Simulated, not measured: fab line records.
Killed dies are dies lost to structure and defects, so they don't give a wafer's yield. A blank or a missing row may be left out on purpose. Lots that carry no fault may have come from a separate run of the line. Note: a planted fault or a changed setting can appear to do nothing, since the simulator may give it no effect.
fab line records	flow sky130
[record] lots = 6	wafers = 18	last-day = 50
route steps=708 shown GATE_OXIDE@191 POLY_GATE@204 PAD_OPEN@708
lots untouched by any fault: they come from a run of this same line in which no faults occurred
start-h: hours from the record's first day to the start of the lot's first wafer shown	wait-h: hours since the lot's step before	" unchanged from the row above	L1.1+2: a single row standing in for several wafers	- no value, or no start given	* or withheld: withheld	< > ~ a bound
route shown NAME@n: a module of which the file shows steps, and the number in the route of the first	usual: the fault-free wafers' mean and standard deviation	same: alike in all rows	chamber/n: place in a boat	sites: each site's reading	_std_site: how widely they spread, as a standard deviation	_edge_site: outer sites' mean less inner sites'	radius-mm: how far each site lies from the wafer's centre	mask NAME#n: copy n	behind: the tool/chamber that last shaped the wafer	hold: why the lot went on hold/how many hours it stayed there/how the hold came to an end	device: the transistor (n, p or np) that didn't switch	end of line: at the end of the route, the tests of the same wafers	a step given without rows: its recipe and nothing more	killed: dies that structure and defects cost at the first sort, which is not the same as the wafer's yield	map: a wafer's dies, marking killed ones x, the rest . and places with no die _
set.NAME: setting as actually run; set.NAME@STEP: the setting as run at that earlier step	model.NAME: the simulator's own value behind a step, which no gauge read
certain route steps with their lots: each step a table, each wafer a row
services: the hour from which a tool's chamber was out of use, counted from the record's first day as start-h (under 0 if before that day), plus the number of hours and why
[[steps]]
[step SKY_GATE_OXIDE_HMDS_04]
[recipe] prime-time-s = 60	prime-temp-c = 120
[step SKY_GATE_OXIDE_COAT_05]
[recipe] resist = NOVOLAK	spin-rpm = 3000	resist-thk-nm = 1140
[step SKY_GATE_OXIDE_SOFTBAKE_06]
[recipe] temp-c = 90	time-s = 60	resist = NOVOLAK
[step SKY_GATE_OXIDE_EXPOSE_07]
[recipe] mask-id = LVOM	na = 0.6	source-shape = conventional	sigma-outer = 0.6	polarization = unpolarized	target-cd-nm = 600	dose-mj = 170
[step SKY_GATE_OXIDE_PEB_08]
[recipe] temp-c = withheld	time-s = *	resist = NOVOLAK
[step SKY_GATE_OXIDE_DEVELOP_09]
[recipe] resist = NOVOLAK	developer = TMAH	develop-time-s = 60	dev-temp-c = 23
[step SKY_GATE_OXIDE_OVL_MEAS_10]
[usual] GATE_OXIDE_OVL = 0.2/1.6
lot.wafer	tool	chamber	start-h	wait-h	GATE_OXIDE_OVL[nm]
L717.1	overlay-02	-	315.18	0.1	-1.0
L717.3	"	-	"	"	-0.2
L717.5	"	-	"	"	2.2
L727.1	overlay-01	-	398.41	0.1	0.4
L727.4	"	-	"	"	-0.8
L727.6	"	-	"	"	-1.2
L726.2	overlay-02	-	398.72	0.1	0.8
L726.3	"	-	"	"	1.6
L726.4	"	-	"	"	0.3
L729.1	overlay-01	-	428.36	0.1	0.4
L729.2	"	-	"	"	-0.6
L729.3	"	-	"	"	-0.2
L734.1	overlay-01	-	509.83	0.1	0.2
L734.3	"	-	"	"	2.7
L734.5	"	-	"	"	2.3
L736.2	overlay-02	-	518.57	0.1	0.6
L736.4	"	-	"	"	0.6
L736.6	"	-	"	"	0.9
[step SKY_GATE_OXIDE_IMPLANT_11]
[recipe] species = B	energy-kev = 10	dose-cm2 = 2.6e+12	tilt-deg = withheld
[step SKY_GATE_OXIDE_WET_ETCH_12]
[recipe] chemistry = dHF	target-depth-nm = 16.8	dry = n2-spin	target = SiO2	dilution = 100:1	temp-c = 25	time-s = 336
[step SKY_GATE_OXIDE_STRIP_13]
[recipe] chemistry = O2/N2	power-w = 1400	pressure-mtorr = 1500	platen-temp-c = withheld	o2-flow-sccm = 3000	n2-flow-sccm = 300	overash-fraction = 0.5
[usual] drypump-motor-current-A = 5.7/0.39	n2-flow-sccm = 300.0/0.83	oes-product-au = 0.715/0.0047	strip-time-to-endpoint-s = 14.20/0.04
[same] overash-fraction = 0.5
lot.wafer	tool	chamber	start-h	wait-h	drypump-motor-current-A	n2-flow-sccm	oes-product-au	rf-hours-counter-h	strip-time-to-endpoint-s
L717.1	plasma-asher-04	0	315.57	0.0	6.0	300.6	0.716	60	14.20
L717.3	"	1	"	"	5.7	301.5	0.722	-	14.17
L717.5	"	1	"	"	5.8	301.3	0.714	-	14.25
L727.1	plasma-asher-04	0	398.92	0.0	6.0	299.0	0.716	68	14.19
L727.4	"	1	"	"	5.8	299.7	0.712	-	14.19
L727.6	"	0	"	"	6.0	299.7	0.716	-	14.24
L726.2	plasma-asher-03	1	399.30	0.0	5.7	301.1	0.715	70	14.18
L726.3	"	1	"	"	5.7	300.0	0.715	-	14.17
L726.4	"	0	"	"	5.0	300.3	0.719	-	14.20
L729.1	plasma-asher-02	0	428.65	0.0	6.4	299.9	0.709	63	14.21
L729.2	"	1	"	"	5.7	299.2	0.716	63	14.23
L729.3	"	1	"	"	5.6	299.8	0.721	-	14.22
L734.1	plasma-asher-03	1	510.11	0.0	5.7	299.4	0.715	7	14.11
L734.3	"	0	"	"	5.1	300.6	0.710	-	14.15
L734.5	"	0	"	"	5.1	301.3	0.716	-	14.15
L736.2	plasma-asher-03	0	518.85	0.0	5.1	299.7	0.713	8	14.29
L736.4	"	0	"	"	5.0	300.5	0.703	-	14.27
L736.6	"	1	"	"	5.7	298.8	0.719	-	14.25
[step SKY_GATE_OXIDE_TW_MEAS_14]
[usual] GATE_OXIDE_TW = 221.9/2.3
lot.wafer	tool	chamber	start-h	wait-h	GATE_OXIDE_TW
L717.1	film-metro-01	-	315.67	0.1	218.7
L717.3	"	-	"	"	216.8
L717.5	"	-	"	"	217.8
L727.1	film-metro-01	-	399.02	0.1	219.7
L727.4	"	-	"	"	219.7
L727.6	"	-	"	"	221.2
L726.2	film-metro-03	-	399.41	0.1	222.0
L726.3	"	-	"	"	222.7
L726.4	"	-	"	"	222.7
L729.1	film-metro-03	-	428.75	0.1	223.8
L729.2	"	-	"	"	223.3
L729.3	"	-	"	"	223.6
L734.1	film-metro-01	-	510.21	0.1	219.0
L734.3	"	-	"	"	220.2
L734.5	"	-	"	"	218.3
L736.2	film-metro-03	-	518.96	0.1	221.7
L736.4	"	-	"	"	222.5
L736.6	"	-	"	"	222.3
[step SKY_GATE_OXIDE_CLEAN_15]
[recipe] chemistry = SC1/SC2	mix = 1:4:20	temp-c = 70	time-s = 150	dry = n2-spin
[step SKY_GATE_OXIDE_OXIDATION_16]
[recipe] temp-c = 800	ambient = O2	idle-temp-c = 700	ramp-up-c-per-min = 10	ramp-down-c-per-min = 3	stabilise-s = 600	purge-s = 300	target-thk-a = 35.7	ox-time-s = 1915
[usual] spike-tc-centre-C = 800.3/1
[same] stabilise-s = 600
lot.wafer	tool	chamber	start-h	wait-h	spike-tc-centre-C	model.SiO2_of_GATE_OXIDE_OXIDATION_01.thk-nm
L717.1	furnace-01	0	316.12	0.3	799.8	11.58
L717.3	"	0	"	"	799.3	11.65
L717.5	"	0	"	"	798.2	11.61
L726.2	furnace-02	0	400.91	1.4	798.7	11.46
L726.3	"	0	"	"	800.7	11.47
L726.4	"	0	"	"	799.8	11.56
L727.1	furnace-02	0	400.91	1.6	799.0	11.31
L727.4	"	0	"	"	799.5	11.17
L727.6	"	0	"	"	800.6	11.22
L729.1	furnace-01	0	428.89	0.0	802.1	11.23
L729.2	"	0	"	"	800.0	11.35
L729.3	"	0	"	"	799.3	11.27
L734.1	furnace-01	0	510.32	0.0	800.4	11.57
L734.3	"	0	"	"	799.9	11.63
L734.5	"	0	"	"	800.0	11.61
L736.2	furnace-02	0	519.06	0.0	799.9	11.5
L736.4	"	0	"	"	802.2	11.5
L736.6	"	0	"	"	800.3	11.47
[step SKY_POLY_GATE_CVD_00]
[recipe] material = poly-Si	target-thk-nm = 180	temp-c = 620	time-s = 720	pressure-mtorr = 200
[step SKY_PAD_OPEN_PROBE_99]
[usual] killed_at_M0_to_M3 = 43/7.3	killed_at_M4_up = 3.0/2	killed-at-contacts = 24/5.2	killed-at-front-end = 15/4.4	killed-at-other = 0.2/0.48	killed-dies = 86/9.1	killed-open = 47/7.3	killed-short = 38/6.4
[same] gross-dies = 492	killed-at-back-side = 0
lot.wafer	tool	chamber	start-h	wait-h	killed_at_M0_to_M3	killed_at_M4_up	killed-at-contacts	killed-at-front-end	killed-at-other	killed-dies	killed-open	killed-short	model.etest.pfet_01v8.r-on-ohm-um	model.etest.nfet_01v8_lvt.drive-ua-um	model.etest.nfet_01v8_swapped.drive-ua-um	model.etest.nfet_01v8_turned.drive-ua-um	model.etest.nfet_01v8.drive-ua-um	model.etest.nfet_01v8.r-on-ohm-um	model.etest.sram-nfet-pass.drive-ua-um	model.etest.nfet-g5v0d10v5.drive-ua-um
L717.1	prober-02	-	1076.61	0.1	39	3	31	12	0	85	43	41	2782	573.1	504.6	498.5	502.5	826.6	499.1	597.4
L717.3	prober-02	-	1076.71	0.2	57	4	22	14	1	98	47	48	2865	565.4	500.5	493.5	500.4	853.3	480.9	591.6
L717.5	prober-02	-	1076.81	0.2	55	1	32	15	1	104	65	36	2859	568.7	500.1	501.3	500.4	838	493.3	601.3
L727.1	prober-01	-	1139.27	0.1	37	1	31	15	1	85	50	35	2694	640	565.6	568.2	561	769.5	552.3	615.7
L727.4	prober-01	-	1139.42	0.2	40	8	21	12	0	81	48	33	2676	644	568.9	569.3	567.8	770.4	543.5	624.5
L727.6	prober-01	-	1139.52	0.2	51	1	28	18	1	99	59	39	2703	641	566.9	569.9	565.5	764.3	552.3	619.5
L726.2	prober-02	-	1139.47	0.1	46	6	20	19	0	91	55	36	2763	620.4	553.9	551	549.2	789.4	521.1	612.2
L726.3	prober-02	-	1139.52	0.2	47	3	17	19	0	86	42	44	2797	626.1	555.1	559	554.7	782.6	538.2	606.3
L726.4	prober-02	-	1139.57	0.2	43	1	19	18	1	82	49	33	2805	611.9	549.2	541.2	547.2	805.5	535.4	611.2
L729.1	prober-02	-	1154.81	0.1	38	3	27	18	0	86	43	42	2796	580.2	511.6	508	511.4	821.4	505.9	624.7
L729.2	prober-02	-	1154.86	0.1	44	4	30	14	0	92	44	46	2832	582	514.1	514.5	515.3	821.5	518.6	613.6
L729.3	prober-02	-	1154.91	0.2	41	0	25	10	0	76	43	33	2804	581.2	508.1	515.2	509.5	821	518.1	618.9
L734.1	prober-01	-	1203.81	0.1	54	3	19	12	0	88	50	38	2894	580.6	503.4	500.1	497.4	840.6	487.1	604.1
L734.3	prober-01	-	1203.91	0.2	34	4	30	9	0	77	43	34	2828	569.2	497.6	499.2	494.1	831.5	486.6	599.6
L734.5	prober-01	-	1204.01	0.2	50	3	26	8	0	87	53	33	2861	571.6	493.8	496.6	497.1	835.5	473.3	601.7
L736.2	prober-01	-	1207.73	0.1	54	0	22	10	1	87	46	41	2921	587.6	515.1	514.9	512.4	815.1	491.1	604.2
L736.4	prober-01	-	1207.83	0.2	36	3	18	16	0	73	32	41	2880	609.5	533.4	534.8	538	794.5	517.3	610.4
L736.6	prober-01	-	1207.93	0.2	47	7	23	14	0	91	49	42	2862	599.6	529.9	531.5	528.4	802.9	517	610.3
// killed by level:class
L717.1 LI_CONTACT:geometric-particle:open=10 VIA3:geometric-particle:open=7 LI_CONTACT:geometric-particle:short=6 CONTACT:geometric-particle:short=5 CONTACT:geometric-particle:open=5 METAL1:geometric-particle:short=5 VIA1:geometric-particle:open=5 METAL2:geometric-particle:short=5
L717.3 METAL2:geometric-particle:short=14 VIA1:geometric-particle:open=13 CONTACT:geometric-particle:open=9 LI_CONTACT:geometric-particle:open=8 VIA1:geometric-particle:short=7 FIELD_ISO:geometric-particle:open=5 VIA2:geometric-particle:open=5 METAL4:geometric-particle:short=4
L717.5 VIA1:geometric-particle:open=17 CONTACT:geometric-particle:open=15 VIA3:geometric-particle:open=7 VIA2:geometric-particle:open=7 LI_CONTACT:geometric-particle:open=6 FIELD_ISO:geometric-particle:open=5 LOCAL_INTERCONNECT:geometric-particle:short=5 POLY_GATE:geometric-particle:short=4
L727.1 CONTACT:geometric-particle:open=11 VIA1:geometric-particle:open=9 LOCAL_INTERCONNECT:geometric-particle:short=7 METAL1:geometric-particle:short=6 FIELD_ISO:geometric-particle:open=5 LI_CONTACT:geometric-particle:open=5 CONTACT:geometric-particle:short=5 VIA2:geometric-particle:open=5
L727.4 VIA1:geometric-particle:open=13 LI_CONTACT:geometric-particle:open=10 VIA2:geometric-particle:open=7 METAL4:geometric-particle:short=7 METAL2:geometric-particle:short=7 VIA3:geometric-particle:open=6 CONTACT:geometric-particle:open=5 FIELD_ISO:geometric-particle:open=3
L726.2 POLY_GATE:geometric-particle:open=10 VIA1:geometric-particle:open=10 VIA2:geometric-particle:open=8 LI_CONTACT:geometric-particle:open=7 VIA3:geometric-particle:open=7 VIA1:geometric-particle:short=6 VIA2:geometric-particle:short=5 FIELD_ISO:geometric-particle:open=4
L726.3 VIA1:geometric-particle:open=10 METAL2:geometric-particle:short=8 FIELD_ISO:geometric-particle:short=7 VIA3:geometric-particle:open=7 POLY_GATE:geometric-particle:open=6 CONTACT:geometric-particle:open=6 METAL3:geometric-particle:short=5 VIA2:geometric-particle:open=4
L727.6 VIA1:geometric-particle:open=16 CONTACT:geometric-particle:open=10 VIA3:geometric-particle:open=10 LI_CONTACT:geometric-particle:open=7 LOCAL_INTERCONNECT:geometric-particle:short=6 FIELD_ISO:geometric-particle:open=5 VIA1:geometric-particle:short=5 VIA2:geometric-particle:open=5
L726.4 VIA2:geometric-particle:open=12 VIA1:geometric-particle:open=8 FIELD_ISO:geometric-particle:short=6 POLY_GATE:geometric-particle:open=6 CONTACT:geometric-particle:open=5 LI_CONTACT:geometric-particle:open=5 FIELD_ISO:geometric-particle:open=4 METAL2:geometric-particle:short=4
L729.1 CONTACT:geometric-particle:open=11 VIA1:geometric-particle:open=11 LI_CONTACT:geometric-particle:open=7 METAL2:geometric-particle:short=6 VIA3:geometric-particle:open=6 FIELD_ISO:geometric-particle:short=5 FIELD_ISO:geometric-particle:open=5 POLY_GATE:geometric-particle:short=4
L729.2 VIA1:geometric-particle:open=13 CONTACT:geometric-particle:open=12 VIA1:geometric-particle:short=7 METAL2:geometric-particle:short=7 LOCAL_INTERCONNECT:geometric-particle:short=6 LI_CONTACT:geometric-particle:short=5 POLY_GATE:geometric-particle:short=4 LI_CONTACT:geometric-particle:open=4
L729.3 CONTACT:geometric-particle:open=9 VIA1:geometric-particle:open=8 LI_CONTACT:geometric-particle:open=7 VIA2:geometric-particle:open=7 VIA1:geometric-particle:short=6 CONTACT:geometric-particle:short=5 VIA3:geometric-particle:open=5 METAL1:geometric-particle:short=4
L734.1 VIA3:geometric-particle:open=8 VIA1:geometric-particle:open=8 VIA2:geometric-particle:open=8 CONTACT:geometric-particle:open=6 METAL1:geometric-particle:short=6 METAL3:geometric-particle:short=5 LI_CONTACT:geometric-particle:open=5 VIA1:geometric-particle:short=5
L734.3 LI_CONTACT:geometric-particle:open=10 CONTACT:geometric-particle:open=9 VIA3:geometric-particle:open=7 LOCAL_INTERCONNECT:geometric-particle:short=6 VIA1:geometric-particle:open=6 VIA3:geometric-particle:short=5 VIA2:geometric-particle:open=5 FIELD_ISO:geometric-particle:short=4
L734.5 VIA3:geometric-particle:open=14 CONTACT:geometric-particle:open=10 VIA1:geometric-particle:open=8 VIA2:geometric-particle:open=7 METAL1:geometric-particle:short=6 LI_CONTACT:geometric-particle:open=5 CONTACT:geometric-particle:short=5 VIA1:geometric-particle:short=5
L736.2 VIA3:geometric-particle:open=9 VIA1:geometric-particle:open=9 CONTACT:geometric-particle:open=7 METAL2:geometric-particle:short=7 LI_CONTACT:geometric-particle:open=6 VIA1:geometric-particle:short=6 VIA2:geometric-particle:short=5 VIA2:geometric-particle:open=4
L736.4 VIA2:geometric-particle:open=6 LI_CONTACT:geometric-particle:open=5 VIA1:geometric-particle:open=5 VIA3:geometric-particle:open=5 FIELD_ISO:geometric-particle:short=4 POLY_GATE:geometric-particle:short=4 LI_CONTACT:geometric-particle:short=4 CONTACT:geometric-particle:open=4
L736.6 CONTACT:geometric-particle:open=9 VIA1:geometric-particle:open=8 VIA3:geometric-particle:open=8 VIA1:geometric-particle:short=7 FIELD_ISO:geometric-particle:short=6 VIA2:geometric-particle:open=6 LI_CONTACT:geometric-particle:open=5 METAL4:geometric-particle:short=5
[[services]]
tool	chamber	start-h	hours	kind
furnace-01	-	356.16	2.9	pm
furnace-01	-	398.54	3.9	pm
plasma-asher-03	-	421.25	9.0	pm
plasma-asher-03	0	421.25	9.0	vent-cycle
plasma-asher-03	1	421.25	9.0	vent-cycle
plasma-asher-03	0	430.25	-	clean
plasma-asher-03	1	430.25	-	clean
furnace-02	-	446.17	12.9	pm
furnace-02	-	459.11	3.1	pm
furnace-02	-	484.46	3.5	pm
[[key]]
first-sign none at tools or gauges
[model-effect] step = SKY_GATE_OXIDE_OXIDATION_16	value = SiO2_of_GATE_OXIDE_OXIDATION_01.thk-nm	without = 11.69	struck = 11.37
[model-effect] step = SKY_PAD_OPEN_PROBE_99	value = etest.pfet_01v8.r-on-ohm-um	without = 2871	struck = 2740
met-at SKY_GATE_OXIDE_OXIDATION_16
struck-wafers L726.2,L726.3,L726.4,L727.1,L727.4,L727.6
tester-left-out L726,L727
[fault] kind = process-parameter-drift	tool = furnace-02	chamber = -	onset-h = 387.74	steps = SKY_GATE_OXIDE_OXIDATION_16	channel = ox-time-s	offset = *	shape = step	end-h = 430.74	acts-in = *	stated = *
// tester-left-out: of these lots the tester's yield and bins aren't shown, on N5 and GAA mostly nor the transistor test; their killed dies are dies lost to structure and defects alone, not to doping, threshold or leakage, so they don't give the yield
